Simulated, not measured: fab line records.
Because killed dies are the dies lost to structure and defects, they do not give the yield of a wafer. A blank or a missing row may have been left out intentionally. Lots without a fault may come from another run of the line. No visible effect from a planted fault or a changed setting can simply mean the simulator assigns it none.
One fault seen from 2 desks -- flow gf180mcu -- each desk holds nothing but its own numbers, with what lay behind them at the end

## THE METROLOGY DESK
Lot by lot, what the gauges showed, no matter which tool ran the lot: averages of those sampled wafers that carry a number. A lot is out of limits, marked OUT, if its mean lies more than 4 standard deviations from the usual mean; the brackets give that distance.
Columns: A = DUAL_GATE_OXIDATION_00_THK at GF_DUAL_GATE_THK_MEAS_03, usual 10.73 nm
lot,first seen here,A
L937,day 7 22:31,10.62
L938,day 8 04:53,10.72
L939,day 8 11:35,10.74
L940,day 8 18:34,10.80
L942,day 9 11:32,12.26 (+7.7) OUT
L946,day 10 09:44,12.24 (+7.5) OUT
L951,day 11 23:53,10.65
L954,day 12 16:13,10.65
L955,day 13 02:32,11.11
L956,day 13 04:58,10.53
L957,day 13 15:38,10.54
L958,day 13 22:14,10.87
L959,day 14 02:28,10.47
This desk's finding: out of limits on L942, L946; first on L942, day 9 11:32 (DUAL_GATE_OXIDATION_00_THK at GF_DUAL_GATE_THK_MEAS_03). In limits: L937, L938, L939, L940, L951, L954, L955, L956, L957, L958, L959.

## TOOL OWNER'S DESK, furnace-02
The tool's own readings at GF_DUAL_GATE_OXIDATION_02 (stabilise 600 s, purge 300 s, target thk 10.887 nm): means of the sampled wafers that have a number, for each lot that ran on this tool. A lot is out of limits, marked OUT, if its mean lies more than 4 standard deviations from the usual mean; the brackets give that distance.
Columns: A = spike tc lower C at GF_DUAL_GATE_OXIDATION_02, usual 898.0 C
lot,first seen here,A
L938,day 8 03:26,899.0
L940,day 8 17:08,897.9
L942,day 9 10:05,899.0
L946,day 10 08:16,898.2
L955,day 13 01:04,897.7
This desk found nothing out of limits on any of the 5 lots.

## TAKEN TOGETHER
At day 9 11:32 the metrology desk could have sounded an alarm, on L942, L946.
The desk of the tool owner found nothing out of limits.
The tool owner's desk has L942, L946 on record, within its limits.
The lots listed all ran GF_DUAL_GATE_OXIDATION_02 on furnace-02.

## WHAT WAS PUT IN BY THE SIMULATOR
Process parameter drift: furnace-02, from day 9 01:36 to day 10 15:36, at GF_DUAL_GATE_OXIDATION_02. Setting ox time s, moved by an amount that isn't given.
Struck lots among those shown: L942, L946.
Hours from the fault's start to each desk's first reading out of limits: the metrology desk, 10.
